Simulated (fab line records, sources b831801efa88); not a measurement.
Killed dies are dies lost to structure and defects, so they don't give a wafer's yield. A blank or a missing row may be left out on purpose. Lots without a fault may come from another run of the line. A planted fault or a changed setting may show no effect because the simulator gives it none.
fab line records | flow sky130
record lots=5 wafers=15 last_day=50
route steps=708 shown VT_ADJUST_LVTN@114 VT_ADJUST_NCORE@119 VT_ADJUST_HVTR@131 VT_ADJUST_PCH@143
lots that met no fault: from a run of the same line without faults
start_h: hours from the record's first day to the start of the lot's first wafer shown | wait_h: hours since the lot's step before | " the same as in the row above | L1.1+2: a row that stands for several wafers | - no value, or no start given | * or withheld: withheld | < > ~ a bound
route shown NAME@n: a module of which the file shows steps, and the number in the route of the first | usual: mean/standard deviation of fault-free wafers | same: alike in all rows | chamber/n: place in a boat | sites: the reading at each site | _std_site: their standard deviation | _edge_site: outer sites' mean less inner sites' | radius_mm: how far each site lies from the wafer's centre | mask NAME#n: copy n | behind: the tool/chamber that last shaped the wafer | hold: why the lot was held/for how many hours/how that ended | device: the transistor (n, p or np) that didn't switch | end of line: the same wafers' tests at the end of the route | a step without rows: its recipe alone | killed: dies lost to structure and defects at the first sort, not the wafer's yield | map: a wafer's dies, x killed, . not, _ none there
set.NAME: the setting as run; set.NAME@STEP: as run at that earlier step | model.NAME: the simulator's own value behind a step, which no gauge read
lots at some steps of the route; a table a step, a row a wafer
services: from which hour (start_h, from the record's first day; less than 0 if before it) a tool's chamber was out of use, for how many hours, and why
## steps
# step SKY_VT_ADJUST_LVTN_DEVELOP_17
# recipe resist=NOVOLAK developer=TMAH develop_time_s=60 dev_temp_c=23
# usual chill_plate_temp_C=22.99/0.11
# columns lot.wafer tool chamber start_h wait_h chill_plate_temp_C
L080.2 litho_track-04 0 203.60 0.1 23.06
L080.3 " 0 " " 23.00
L080.6 " 0 " " 23.03
L083.2 litho_track-01 0 242.32 0.1 23.00
L083.4 " 0 " " 22.89
L083.5 " 0 " " 22.94
L088.2 litho_track-04 0 263.65 0.1 23.02
L088.4 " 0 " " 22.90
L088.5 " 0 " " 22.88
L092.3 litho_track-01 0 291.09 0.1 22.74
L092.4 " 0 " " 22.89
L092.5 " 0 " " 22.82
L094.1 litho_track-02 0 305.45 0.1 23.06
L094.2 " 0 " " 23.17
L094.6 " 0 " " 22.94
# step SKY_VT_ADJUST_LVTN_OVL_MEAS_18
# usual VT_ADJUST_LVTN_01_OVL=-0.1/1.3
# columns lot.wafer tool chamber start_h wait_h VT_ADJUST_LVTN_01_OVL[nm]
L080.2 overlay-01 - 203.73 0.1 -1.5
L080.3 " - " " -0.8
L080.6 " - " " -2.7
L083.2 overlay-02 - 242.45 0.1 -0.8
L083.4 " - " " 0.5
L083.5 " - " " 1.9
L088.2 overlay-02 - 263.78 0.1 2.4
L088.4 " - " " 2.0
L088.5 " - " " 3.0
L092.3 overlay-02 - 291.20 0.1 -0.1
L092.4 " - " " 0.2
L092.5 " - " " -0.3
L094.1 overlay-01 - 305.60 0.1 -0.8
L094.2 " - " " -1.0
L094.6 " - " " 0.7
# step SKY_VT_ADJUST_LVTN_IMPLANT_19
# recipe species=B energy_kev=30 dose_cm2=6.5e+11 tilt_deg=withheld
# columns lot.wafer tool chamber start_h wait_h
L080.2+3+6 implanter-04 0 203.78 0.0
L083.2+4+5 implanter-02 0 242.50 0.0
L088.2+4+5 implanter-02 0 263.83 0.0
L092.3+4+5 implanter-04 0 291.28 0.1
L094.1+2+6 implanter-03 0 305.64 0.0
# step SKY_VT_ADJUST_LVTN_STRIP_20
# recipe chemistry=O2/N2 power_w=1400 pressure_mtorr=1500 platen_temp_c=withheld o2_flow_sccm=3000 n2_flow_sccm=300 overash_fraction=0.5
# usual drypump_motor_current_A=5.6/0.53 oes_product_au=0.717/0.0047 strip_time_to_endpoint_s=14.16/0.041
# columns lot.wafer tool chamber start_h wait_h drypump_motor_current_A oes_product_au rf_hours_counter_h strip_time_to_endpoint_s
L080.2 plasma_asher-02 0 203.91 0.1 5.1 0.717 52 14.16
L080.3 " 1 " " 6.1 0.709 - 14.16
L080.6 " 0 " " 5.1 0.719 - 14.13
L083.2 plasma_asher-03 0 242.63 0.1 6.1 0.718 52 14.18
L083.4 " 1 " " 5.8 0.709 - 14.24
L083.5 " 1 " " 5.8 0.727 - 14.19
L088.2 plasma_asher-02 1 263.96 0.1 6.1 0.720 58 14.17
L088.4 " 1 " " 6.2 0.714 - 14.12
L088.5 " 1 " " 6.2 0.722 - 14.21
L092.3 plasma_asher-03 1 291.41 0.1 5.9 0.720 - 14.15
L092.4 " 0 " " 6.1 0.712 - 14.17
L092.5 " 1 " " 5.9 0.717 - 14.13
L094.1 plasma_asher-02 0 305.79 0.1 5.1 0.720 62 14.19
L094.2 " 1 " " 6.2 0.712 62 14.21
L094.6 " 0 " " 5.1 0.725 - 14.17
# step SKY_VT_ADJUST_LVTN_TW_MEAS_21
# usual VT_ADJUST_LVTN_2_TW=187.2/1.5
# columns lot.wafer tool chamber start_h wait_h VT_ADJUST_LVTN_2_TW
L080.2 film_metro-03 - 204.02 0.1 188.3
L080.3 " - " " 188.1
L080.6 " - " " 187.1
L083.2 film_metro-03 - 242.74 0.1 186.4
L083.4 " - " " 185.8
L083.5 " - " " 187.3
L088.2 film_metro-04 - 264.07 0.1 185.8
L088.4 " - " " 185.6
L088.5 " - " " 186.1
L092.3 film_metro-03 - 291.50 0.1 185.9
L092.4 " - " " 185.4
L092.5 " - " " 186.1
L094.1 film_metro-01 - 305.89 0.1 188.2
L094.2 " - " " 188.1
L094.6 " - " " 189.0
# step SKY_VT_ADJUST_NCORE_DEHYDRATE_00
# recipe temp_c=200 time_s=60
# usual chill_plate_temp_C=23.01/0.12
# columns lot.wafer tool chamber start_h wait_h chill_plate_temp_C
L080.2 litho_track-03 0 214.80 10.8 23.10
L080.3 " 0 " " 23.21
L080.6 " 0 " " 23.18
L083.2 litho_track-03 0 254.20 11.4 23.00
L083.4 " 0 " " 23.01
L083.5 " 0 " " 22.95
L088.2 litho_track-03 0 275.25 11.2 23.22
L088.4 " 0 " " 23.02
L088.5 " 0 " " 23.10
L092.3 litho_track-01 0 303.14 11.6 23.07
L092.4 " 0 " " 22.98
L092.5 " 0 " " 22.99
L094.1 litho_track-01 0 318.04 12.1 22.97
L094.2 " 0 " " 23.00
L094.6 " 0 " " 23.10
# step SKY_VT_ADJUST_NCORE_HMDS_01
# recipe prime_time_s=60 prime_temp_c=120
# usual chill_plate_temp_C=23.01/0.11 prime_temp_c=119.96/0.14
# columns lot.wafer tool chamber start_h wait_h chill_plate_temp_C prime_temp_c
L080.2 litho_track-03 0 214.95 0.1 23.07 119.81
L080.3 " 0 " " 23.03 119.88
L080.6 " 0 " " 22.88 119.83
L083.2 litho_track-03 0 254.35 0.1 22.89 120.07
L083.4 " 0 " " 23.07 120.25
L083.5 " 0 " " 22.99 119.97
L088.2 litho_track-03 0 275.40 0.1 23.01 120.03
L088.4 " 0 " " 23.06 120.07
L088.5 " 0 " " 23.06 119.83
L092.3 litho_track-01 0 303.29 0.1 22.98 120.10
L092.4 " 0 " " 22.96 119.82
L092.5 " 0 " " 22.99 119.79
L094.1 litho_track-01 0 318.19 0.1 22.95 120.11
L094.2 " 0 " " 23.02 120.18
L094.6 " 0 " " 22.91 120.14
# step SKY_VT_ADJUST_NCORE_COAT_02
# recipe resist=NOVOLAK spin_rpm=3000 resist_thk_nm=1140
# usual chill_plate_temp_C=23.01/0.11 spin_speed_rpm=2999.9/2
# columns lot.wafer tool chamber start_h wait_h chill_plate_temp_C spin_speed_rpm
L080.2 litho_track-03 0 215.10 0.1 23.00 3001.3
L080.3 " 0 " " 22.79 2998.6
L080.6 " 0 " " 23.09 3000.5
L083.2 litho_track-03 0 254.50 0.1 23.15 2998.6
L083.4 " 0 " " 23.06 2998.4
L083.5 " 0 " " 22.94 3000.0
L088.2 litho_track-03 0 275.55 0.1 22.96 3001.3
L088.4 " 0 " " 22.93 3000.0
L088.5 " 0 " " 22.74 2998.7
L092.3 litho_track-01 0 303.44 0.1 22.76 2999.8
L092.4 " 0 " " 22.88 3003.8
L092.5 " 0 " " 23.03 2997.9
L094.1 litho_track-01 0 318.34 0.1 23.24 2998.0
L094.2 " 0 " " 23.09 3001.3
L094.6 " 0 " " 23.11 3000.7
# step SKY_VT_ADJUST_NCORE_SOFTBAKE_03
# recipe temp_c=90 time_s=60 resist=NOVOLAK
# usual chill_plate_temp_C=23.02/0.11
# columns lot.wafer tool chamber start_h wait_h chill_plate_temp_C
L080.2 litho_track-03 0 215.25 0.1 23.07
L080.3 " 0 " " 23.09
L080.6 " 0 " " 23.22
L083.2 litho_track-03 0 254.65 0.1 22.94
L083.4 " 0 " " 22.99
L083.5 " 0 " " 23.06
L088.2 litho_track-03 0 275.70 0.1 22.95
L088.4 " 0 " " 23.01
L088.5 " 0 " " 22.97
L092.3 litho_track-01 0 303.59 0.1 23.00
L092.4 " 0 " " 23.15
L092.5 " 0 " " 23.05
L094.1 litho_track-01 0 318.49 0.1 23.22
L094.2 " 0 " " 23.10
L094.6 " 0 " " 23.04
# step SKY_VT_ADJUST_NCORE_EXPOSE_04
# recipe mask_id=LVTN_COMPLEMENT_THIN na=0.6 source_shape=conventional sigma_outer=0.6 polarization=unpolarized target_cd_nm=380 dose_mj=139
# usual reticle_temp_C=22.97/0.11
# columns lot.wafer tool chamber start_h wait_h mask reticle_temp_C
L080.2 iline_stepper-01 0 - - LVTN_COMPLEMENT_THIN#0 23.06
L080.3 " 0 " " LVTN_COMPLEMENT_THIN#0 22.84
L080.6 " 0 " " LVTN_COMPLEMENT_THIN#0 22.86
L083.2 iline_stepper-02 0 - - LVTN_COMPLEMENT_THIN#0 22.81
L083.4 " 0 " " LVTN_COMPLEMENT_THIN#0 22.95
L083.5 " 0 " " LVTN_COMPLEMENT_THIN#0 22.90
L088.2 iline_stepper-01 0 - - LVTN_COMPLEMENT_THIN#0 22.88
L088.4 " 0 " " LVTN_COMPLEMENT_THIN#0 22.83
L088.5 " 0 " " LVTN_COMPLEMENT_THIN#0 22.79
L092.3 iline_stepper-01 0 - - LVTN_COMPLEMENT_THIN#0 22.81
L092.4 " 0 " " LVTN_COMPLEMENT_THIN#0 22.91
L092.5 " 0 " " LVTN_COMPLEMENT_THIN#0 22.88
L094.1 iline_stepper-02 0 - - LVTN_COMPLEMENT_THIN#0 23.11
L094.2 " 0 " " LVTN_COMPLEMENT_THIN#0 22.89
L094.6 " 0 " " LVTN_COMPLEMENT_THIN#0 22.89
# step SKY_VT_ADJUST_NCORE_PEB_05
# recipe temp_c=withheld time_s=* resist=NOVOLAK
# usual chill_plate_temp_C=*
# columns lot.wafer tool chamber start_h wait_h chill_plate_temp_C
L080.2 litho_track-04 0 - - *
L080.3 " 0 " " *
L080.6 " 0 " " *
L083.2 litho_track-01 0 - - *
L083.4 " 0 " " *
L083.5 " 0 " " *
L088.2 litho_track-04 0 - - *
L088.4 " 0 " " *
L088.5 " 0 " " *
L092.3 litho_track-01 0 - - *
L092.4 " 0 " " *
L092.5 " 0 " " *
L094.1 litho_track-01 0 - - *
L094.2 " 0 " " *
L094.6 " 0 " " *
# step SKY_VT_ADJUST_NCORE_DEVELOP_06
# recipe resist=NOVOLAK developer=TMAH develop_time_s=60 dev_temp_c=23
# usual chill_plate_temp_C=23.02/0.097
# columns lot.wafer tool chamber start_h wait_h chill_plate_temp_C
L080.2 litho_track-04 0 225.90 0.1 23.03
L080.3 " 0 " " 23.14
L080.6 " 0 " " 23.00
L083.2 litho_track-01 0 266.42 0.1 23.01
L083.4 " 0 " " 22.86
L083.5 " 0 " " 23.18
L088.2 litho_track-04 0 288.55 0.1 23.01
L088.4 " 0 " " 23.03
L088.5 " 0 " " 23.01
L092.3 litho_track-01 0 316.14 0.1 22.98
L092.4 " 0 " " 23.07
L092.5 " 0 " " 23.09
L094.1 litho_track-01 0 331.44 0.1 23.00
L094.2 " 0 " " 23.01
L094.6 " 0 " " 22.97
# step SKY_VT_ADJUST_NCORE_CD_MEAS_07
# recipe target_cd_nm=380
# usual cd_nm=380.5/2.5
# columns lot.wafer tool chamber start_h wait_h cd_nm
L080.2 cd_sem-01 - 226.04 0.1 381.2
L080.3 " - " " 383.0
L080.6 " - " " 382.6
L083.2 cd_sem-01 - 266.56 0.1 382.2
L083.4 " - " " 380.3
L083.5 " - " " 380.3
L088.2 cd_sem-02 - 288.69 0.1 380.0
L088.4 " - " " 383.3
L088.5 " - " " 381.7
L092.3 cd_sem-01 - 316.28 0.1 375.6
L092.4 " - " " 376.7
L092.5 " - " " 378.4
L094.1 cd_sem-01 - 331.59 0.1 377.8
L094.2 " - " " 381.6
L094.6 " - " " 378.9
# step SKY_VT_ADJUST_NCORE_OVL_MEAS_08
# usual VT_ADJUST_NCORE_OVL=0.9/1.4
# columns lot.wafer tool chamber start_h wait_h VT_ADJUST_NCORE_OVL[nm]
L080.2 overlay-02 - 226.15 0.1 1.0
L080.3 " - " " 2.1
L080.6 " - " " -0.6
L083.2 overlay-01 - 266.67 0.1 0.4
L083.4 " - " " 1.7
L083.5 " - " " 1.7
L088.2 overlay-01 - 288.80 0.1 0.2
L088.4 " - " " 2.4
L088.5 " - " " 0.2
L092.3 overlay-02 - 316.37 0.1 0.4
L092.4 " - " " 0.8
L092.5 " - " " 2.1
L094.1 overlay-01 - 331.71 0.1 -0.1
L094.2 " - " " -1.6
L094.6 " - " " -1.7
# step SKY_VT_ADJUST_NCORE_IMPLANT_09
# recipe species=B energy_kev=10 dose_cm2=2.4e+12 tilt_deg=withheld
# columns lot.wafer tool chamber start_h wait_h
L080.2+3+6 implanter-01 0 226.20 0.0
L083.2+4+5 implanter-02 0 266.72 0.0
L088.2+4+5 implanter-02 0 288.85 0.0
L092.3+4+5 implanter-01 0 316.45 0.1
L094.1+2+6 implanter-01 0 331.75 0.0
# step SKY_VT_ADJUST_NCORE_STRIP_10
# recipe chemistry=O2/N2 power_w=1400 pressure_mtorr=1500 platen_temp_c=withheld o2_flow_sccm=3000 n2_flow_sccm=300 overash_fraction=0.5
# usual drypump_motor_current_A=5.7/0.36 oes_product_au=0.716/0.004 strip_time_to_endpoint_s=14.16/0.044
# columns lot.wafer tool chamber start_h wait_h drypump_motor_current_A oes_product_au rf_hours_counter_h strip_time_to_endpoint_s
L080.2 plasma_asher-01 0 226.33 0.1 5.9 0.718 11 14.15
L080.3 " 0 " " 5.9 0.713 - 14.15
L080.6 " 0 " " 6.0 0.717 - 14.20
L083.2 plasma_asher-04 1 266.85 0.1 4.9 0.710 46 14.12
L083.4 " 0 " " 6.1 0.721 - 14.10
L083.5 " 1 " " 4.9 0.719 - 14.12
L088.2 plasma_asher-04 0 288.98 0.1 6.1 0.705 48 14.19
L088.4 " 1 " " 4.9 0.715 - 14.19
L088.5 " 0 " " 6.1 0.717 - 14.16
L092.3 plasma_asher-01 0 316.58 0.1 6.0 0.721 - 14.13
L092.4 " 1 " " 5.4 0.717 - 14.12
L092.5 " 0 " " 5.9 0.723 - 14.11
L094.1 plasma_asher-01 1 331.90 0.1 5.5 0.722 21 14.17
L094.2 " 0 " " 6.0 0.717 21 14.14
L094.6 " 1 " " 5.4 0.718 - 14.17
# step SKY_VT_ADJUST_NCORE_TW_MEAS_11
# usual VT_ADJUST_NCORE_TW=217.1/2.2
# columns lot.wafer tool chamber start_h wait_h VT_ADJUST_NCORE_TW
L080.2 film_metro-01 - 226.44 0.1 219.0
L080.3 " - " " 219.6
L080.6 " - " " 220.1
L083.2 film_metro-01 - 266.96 0.1 221.7
L083.4 " - " " 220.6
L083.5 " - " " 220.6
L088.2 film_metro-04 - 289.09 0.1 214.8
L088.4 " - " " 215.4
L088.5 " - " " 215.4
L092.3 film_metro-02 - 316.67 0.1 217.1
L092.4 " - " " 217.2
L092.5 " - " " 217.7
L094.1 film_metro-04 - 332.00 0.1 215.5
L094.2 " - " " 214.6
L094.6 " - " " 215.9
# step SKY_VT_ADJUST_HVTR_DEHYDRATE_00
# recipe temp_c=200 time_s=60
# usual chill_plate_temp_C=22.96/0.12
# columns lot.wafer tool chamber start_h wait_h chill_plate_temp_C
L080.2 litho_track-02 0 237.68 11.2 23.07
L080.3 " 0 " " 23.10
L080.6 " 0 " " 23.04
L083.2 litho_track-03 0 278.55 11.6 23.08
L083.4 " 0 " " 22.89
L083.5 " 0 " " 23.02
L088.2 litho_track-03 0 300.85 11.8 23.01
L088.4 " 0 " " 22.85
L088.5 " 0 " " 22.93
L092.3 litho_track-02 0 329.45 12.8 23.14
L092.4 " 0 " " 22.93
L092.5 " 0 " " 23.08
L094.1 litho_track-03 0 345.27 13.3 22.90
L094.2 " 0 " " 22.90
L094.6 " 0 " " 22.95
# step SKY_VT_ADJUST_HVTR_HMDS_01
# recipe prime_time_s=60 prime_temp_c=120
# usual chill_plate_temp_C=23.02/0.11 prime_temp_c=120.01/0.15
# columns lot.wafer tool chamber start_h wait_h chill_plate_temp_C prime_temp_c
L080.2 litho_track-02 0 237.83 0.1 23.20 119.88
L080.3 " 0 " " 22.79 119.78
L080.6 " 0 " " 23.15 119.88
L083.2 litho_track-03 0 278.70 0.1 23.03 119.86
L083.4 " 0 " " 23.06 120.10
L083.5 " 0 " " 22.95 120.20
L088.2 litho_track-03 0 301.00 0.1 22.91 120.35
L088.4 " 0 " " 23.08 120.17
L088.5 " 0 " " 22.90 120.09
L092.3 litho_track-02 0 329.60 0.1 22.96 120.01
L092.4 " 0 " " 22.92 119.90
L092.5 " 0 " " 22.92 120.16
L094.1 litho_track-03 0 345.42 0.1 22.98 119.71
L094.2 " 0 " " 23.08 119.90
L094.6 " 0 " " 22.91 119.70
# step SKY_VT_ADJUST_HVTR_COAT_02
# recipe resist=NOVOLAK spin_rpm=3000 resist_thk_nm=1140
# usual chill_plate_temp_C=22.99/0.11 spin_speed_rpm=3000.0/2.2
# columns lot.wafer tool chamber start_h wait_h chill_plate_temp_C spin_speed_rpm
L080.2 litho_track-02 0 237.98 0.1 23.12 2998.5
L080.3 " 0 " " 23.14 2996.9
L080.6 " 0 " " 23.16 2997.6
L083.2 litho_track-03 0 278.85 0.1 22.94 3004.5
L083.4 " 0 " " 22.73 3003.4
L083.5 " 0 " " 23.03 2998.5
L088.2 litho_track-03 0 301.15 0.1 23.09 3001.1
L088.4 " 0 " " 23.00 2997.4
L088.5 " 0 " " 23.17 2994.3
L092.3 litho_track-02 0 329.75 0.1 23.06 2998.4
L092.4 " 0 " " 23.04 2997.2
L092.5 " 0 " " 22.99 3001.0
L094.1 litho_track-03 0 345.57 0.1 22.90 3000.5
L094.2 " 0 " " 22.96 3001.1
L094.6 " 0 " " 22.86 2999.4
# step SKY_VT_ADJUST_HVTR_SOFTBAKE_03
# recipe temp_c=90 time_s=60 resist=NOVOLAK
# usual chill_plate_temp_C=23.01/0.11
# columns lot.wafer tool chamber start_h wait_h chill_plate_temp_C
L080.2 litho_track-02 0 238.13 0.1 23.08
L080.3 " 0 " " 22.88
L080.6 " 0 " " 22.89
L083.2 litho_track-03 0 279.00 0.1 22.96
L083.4 " 0 " " 22.83
L083.5 " 0 " " 22.81
L088.2 litho_track-03 0 301.30 0.1 23.01
L088.4 " 0 " " 23.00
L088.5 " 0 " " 22.93
L092.3 litho_track-02 0 329.90 0.1 23.21
L092.4 " 0 " " 23.12
L092.5 " 0 " " 23.00
L094.1 litho_track-03 0 345.72 0.1 23.00
L094.2 " 0 " " 23.18
L094.6 " 0 " " 23.13
# step SKY_VT_ADJUST_HVTR_EXPOSE_04
# recipe mask_id=HVTRM target_cd_nm=380 na=0.6 source_shape=conventional sigma_outer=0.6 dose_mj=150
# usual reticle_temp_C=23.01/0.098
# columns lot.wafer tool chamber start_h wait_h mask reticle_temp_C
L080.2 iline_stepper-01 0 - - HVTRM#0 22.84
L080.3 " 0 " " HVTRM#0 22.71
L080.6 " 0 " " HVTRM#0 22.84
L083.2 iline_stepper-02 0 - - HVTRM#0 22.89
L083.4 " 0 " " HVTRM#0 23.03
L083.5 " 0 " " HVTRM#0 23.09
L088.2 iline_stepper-02 0 - - HVTRM#0 23.18
L088.4 " 0 " " HVTRM#0 23.02
L088.5 " 0 " " HVTRM#0 23.00
L092.3 iline_stepper-01 0 - - HVTRM#0 22.93
L092.4 " 0 " " HVTRM#0 23.02
L092.5 " 0 " " HVTRM#0 22.97
L094.1 iline_stepper-02 0 - - HVTRM#0 22.92
L094.2 " 0 " " HVTRM#0 23.02
L094.6 " 0 " " HVTRM#0 22.88
# step SKY_VT_ADJUST_HVTR_PEB_05
# recipe temp_c=withheld time_s=* resist=NOVOLAK
# usual chill_plate_temp_C=*
# columns lot.wafer tool chamber start_h wait_h chill_plate_temp_C
L080.2 litho_track-03 0 - - *
L080.3 " 0 " " *
L080.6 " 0 " " *
L083.2 litho_track-02 0 - - *
L083.4 " 0 " " *
L083.5 " 0 " " *
L088.2 litho_track-02 0 - - *
L088.4 " 0 " " *
L088.5 " 0 " " *
L092.3 litho_track-03 0 - - *
L092.4 " 0 " " *
L092.5 " 0 " " *
L094.1 litho_track-02 0 - - *
L094.2 " 0 " " *
L094.6 " 0 " " *
# step SKY_VT_ADJUST_HVTR_DEVELOP_06
# recipe develop_time_s=60 dev_temp_c=23
# usual chill_plate_temp_C=22.98/0.098
# columns lot.wafer tool chamber start_h wait_h chill_plate_temp_C
L080.2 litho_track-03 0 249.30 0.1 22.86
L080.3 " 0 " " 22.86
L080.6 " 0 " " 22.90
L083.2 litho_track-02 0 291.67 0.1 22.98
L083.4 " 0 " " 23.12
L083.5 " 0 " " 23.07
L088.2 litho_track-02 0 314.02 0.1 23.09
L088.4 " 0 " " 22.94
L088.5 " 0 " " 22.87
L092.3 litho_track-03 0 342.92 0.1 23.02
L092.4 " 0 " " 23.00
L092.5 " 0 " " 23.09
L094.1 litho_track-02 0 359.35 0.1 23.00
L094.2 " 0 " " 23.13
L094.6 " 0 " " 22.98
# step SKY_VT_ADJUST_HVTR_CD_MEAS_07
# recipe target_cd_nm=380
# usual cd_nm=379.6/2.6
# columns lot.wafer tool chamber start_h wait_h cd_nm
L080.2 cd_sem-01 - 249.44 0.1 383.0
L080.3 " - " " 378.6
L080.6 " - " " 380.6
L083.2 cd_sem-02 - 291.82 0.1 378.0
L083.4 " - " " 378.3
L083.5 " - " " 379.2
L088.2 cd_sem-01 - 314.17 0.1 380.0
L088.4 " - " " 378.2
L088.5 " - " " 376.6
L092.3 cd_sem-01 - 343.06 0.1 379.0
L092.4 " - " " 379.5
L092.5 " - " " 378.2
L094.1 cd_sem-02 - 359.50 0.1 384.0
L094.2 " - " " 385.1
L094.6 " - " " 381.3
# step SKY_VT_ADJUST_HVTR_OVL_MEAS_08
# usual VT_ADJUST_HVTR_OVL=1.1/1.4
# columns lot.wafer tool chamber start_h wait_h VT_ADJUST_HVTR_OVL[nm]
L080.2 overlay-01 - 249.55 0.1 1.3
L080.3 " - " " 1.6
L080.6 " - " " 1.7
L083.2 overlay-01 - 291.93 0.1 0.0
L083.4 " - " " -0.6
L083.5 " - " " -2.9
L088.2 overlay-02 - 314.28 0.1 -0.4
L088.4 " - " " -0.5
L088.5 " - " " -1.2
L092.3 overlay-01 - 343.15 0.1 1.3
L092.4 " - " " -1.1
L092.5 " - " " -0.5
L094.1 overlay-02 - 359.62 0.1 0.0
L094.2 " - " " 0.0
L094.6 " - " " 3.4
# step SKY_VT_ADJUST_HVTR_IMPLANT_09
# recipe species=B energy_kev=10 dose_cm2=2.1e+12 tilt_deg=withheld
# columns lot.wafer tool chamber start_h wait_h
L080.2+3+6 implanter-02 0 249.60 0.0
L083.2+4+5 implanter-02 0 291.98 0.0
L088.2+4+5 implanter-03 0 314.34 0.0
L092.3+4+5 implanter-03 0 343.23 0.1
L094.1+2+6 implanter-01 0 359.66 0.0
# step SKY_VT_ADJUST_HVTR_STRIP_10
# recipe chemistry=O2/N2 power_w=1400 pressure_mtorr=1500 platen_temp_c=withheld o2_flow_sccm=3000 n2_flow_sccm=300 overash_fraction=0.5
# usual drypump_motor_current_A=5.8/0.36 oes_product_au=0.716/0.0049 strip_time_to_endpoint_s=14.17/0.038
# columns lot.wafer tool chamber start_h wait_h drypump_motor_current_A oes_product_au rf_hours_counter_h strip_time_to_endpoint_s
L080.2 plasma_asher-01 0 249.73 0.1 6.0 0.715 13 14.18
L080.3 " 1 " " 5.4 0.714 - 14.22
L080.6 " 0 " " 6.0 0.717 - 14.17
L083.2 plasma_asher-03 0 292.11 0.1 6.1 0.723 56 14.20
L083.4 " 1 " " 5.9 0.730 - 14.16
L083.5 " 0 " " 6.1 0.710 - 14.20
L088.2 plasma_asher-02 1 314.46 0.1 6.2 0.719 63 14.21
L088.4 " 0 " " 5.1 0.718 - 14.18
L088.5 " 1 " " 6.2 0.717 - 14.23
L092.3 plasma_asher-03 0 343.36 0.1 6.1 0.712 - 14.18
L092.4 " 1 " " 5.8 0.711 - 14.16
L092.5 " 1 " " 5.8 0.722 - 14.12
L094.1 plasma_asher-02 0 359.81 0.1 5.1 0.709 67 14.14
L094.2 " 1 " " 6.1 0.717 67 14.13
L094.6 " 0 " " 5.1 0.717 - 14.14
# step SKY_VT_ADJUST_HVTR_TW_MEAS_11
# usual VT_ADJUST_HVTR_TW=210.8/1.5
# columns lot.wafer tool chamber start_h wait_h VT_ADJUST_HVTR_TW
L080.2 film_metro-01 - 249.84 0.1 209.7
L080.3 " - " " 210.3
L080.6 " - " " 210.4
L083.2 film_metro-03 - 292.22 0.1 209.1
L083.4 " - " " 208.9
L083.5 " - " " 209.8
L088.2 film_metro-01 - 314.57 0.1 211.6
L088.4 " - " " 211.4
L088.5 " - " " 212.0
L092.3 film_metro-02 - 343.45 0.1 206.0
L092.4 " - " " 207.6
L092.5 " - " " 208.7
L094.1 film_metro-01 - 359.91 0.1 213.2
L094.2 " - " " 213.1
L094.6 " - " " 212.3
# step SKY_VT_ADJUST_PCH_DEHYDRATE_00
# recipe temp_c=200 time_s=60
# usual chill_plate_temp_C=23.02/0.099
# columns lot.wafer tool chamber start_h wait_h chill_plate_temp_C
L080.2 litho_track-04 0 260.65 10.8 23.01
L080.3 " 0 " " 22.96
L080.6 " 0 " " 23.02
L083.2 litho_track-04 0 304.59 12.4 23.16
L083.4 " 0 " " 23.04
L083.5 " 0 " " 23.09
L088.2 litho_track-03 0 326.90 12.3 23.09
L088.4 " 0 " " 23.10
L088.5 " 0 " " 22.94
L092.3 litho_track-02 0 356.65 13.2 22.81
L092.4 " 0 " " 22.96
L092.5 " 0 " " 23.05
L094.1 litho_track-04 0 373.07 13.2 23.07
L094.2 " 0 " " 23.08
L094.6 " 0 " " 22.93
# step SKY_VT_ADJUST_PCH_HMDS_01
# recipe prime_time_s=60 prime_temp_c=120
# usual chill_plate_temp_C=22.96/0.1 prime_temp_c=119.99/0.14
# columns lot.wafer tool chamber start_h wait_h chill_plate_temp_C prime_temp_c
L080.2 litho_track-04 0 260.80 0.1 22.96 120.07
L080.3 " 0 " " 23.03 120.10
L080.6 " 0 " " 22.99 120.03
L083.2 litho_track-04 0 304.74 0.1 22.96 120.11
L083.4 " 0 " " 23.08 120.20
L083.5 " 0 " " 22.93 119.85
L088.2 litho_track-03 0 327.05 0.1 22.87 120.06
L088.4 " 0 " " 23.03 119.99
L088.5 " 0 " " 22.85 119.99
L092.3 litho_track-02 0 356.80 0.1 23.26 119.92
L092.4 " 0 " " 23.18 119.90
L092.5 " 0 " " 23.12 119.83
L094.1 litho_track-04 0 373.22 0.1 22.93 119.87
L094.2 " 0 " " 22.91 119.99
L094.6 " 0 " " 23.10 120.19
# step SKY_VT_ADJUST_PCH_COAT_02
# recipe spin_rpm=2000 resist_thk_nm=3000
# usual chill_plate_temp_C=23.03/0.11 spin_speed_rpm=2000.1/1.5
# columns lot.wafer tool chamber start_h wait_h chill_plate_temp_C spin_speed_rpm
L080.2 litho_track-04 0 260.95 0.1 23.17 2001.3
L080.3 " 0 " " 23.06 2000.3
L080.6 " 0 " " 23.12 2000.0
L083.2 litho_track-04 0 304.89 0.1 23.01 1999.5
L083.4 " 0 " " 22.96 1997.8
L083.5 " 0 " " 22.84 1999.7
L088.2 litho_track-03 0 327.20 0.1 22.86 1999.2
L088.4 " 0 " " 22.88 1999.9
L088.5 " 0 " " 22.96 1999.0
L092.3 litho_track-02 0 356.95 0.1 22.98 1999.5
L092.4 " 0 " " 23.22 2001.8
L092.5 " 0 " " 22.99 2001.1
L094.1 litho_track-04 0 373.37 0.1 23.07 1997.5
L094.2 " 0 " " 23.06 2001.2
L094.6 " 0 " " 23.22 2000.3
# step SKY_VT_ADJUST_PCH_SOFTBAKE_03
# recipe temp_c=110 time_s=withheld
# usual chill_plate_temp_C=22.99/0.11
# columns lot.wafer tool chamber start_h wait_h chill_plate_temp_C
L080.2 litho_track-04 0 261.10 0.1 23.01
L080.3 " 0 " " 22.96
L080.6 " 0 " " 22.79
L083.2 litho_track-04 0 305.05 0.1 22.93
L083.4 " 0 " " 23.05
L083.5 " 0 " " 23.06
L088.2 litho_track-03 0 327.35 0.1 22.91
L088.4 " 0 " " 22.78
L088.5 " 0 " " 22.89
L092.3 litho_track-02 0 357.12 0.1 22.84
L092.4 " 0 " " 22.98
L092.5 " 0 " " 23.00
L094.1 litho_track-04 0 373.52 0.1 23.14
L094.2 " 0 " " 23.27
L094.6 " 0 " " 23.14
## services
# columns tool chamber start_h hours kind
plasma_asher-02 - 185.11 2.8 pm
implanter-04 - 188.94 11.1 repair
plasma_asher-01 - 205.00 3.7 repair
litho_track-04 - 213.69 - consumable_replace:filter
iline_stepper-02 - 225.38 1.7 pm
implanter-02 - 228.05 3.4 repair
implanter-04 - 236.28 3.2 pm
plasma_asher-02 - 238.25 0.4 repair
plasma_asher-02 - 256.03 1.3 repair
plasma_asher-04 - 271.12 1.9 repair
iline_stepper-02 0 288.56 - calibration
iline_stepper-01 - 295.13 1.7 pm
implanter-01 - 301.30 1.8 repair
implanter-01 - 303.08 3.4 pm
litho_track-02 - 331.18 - consumable_replace:filter
implanter-03 - 335.85 5.8 pm
iline_stepper-02 - 352.29 6.5 repair
plasma_asher-02 - 354.21 5.5 pm
implanter-01 - 373.31 1.9 repair
## key
fault none
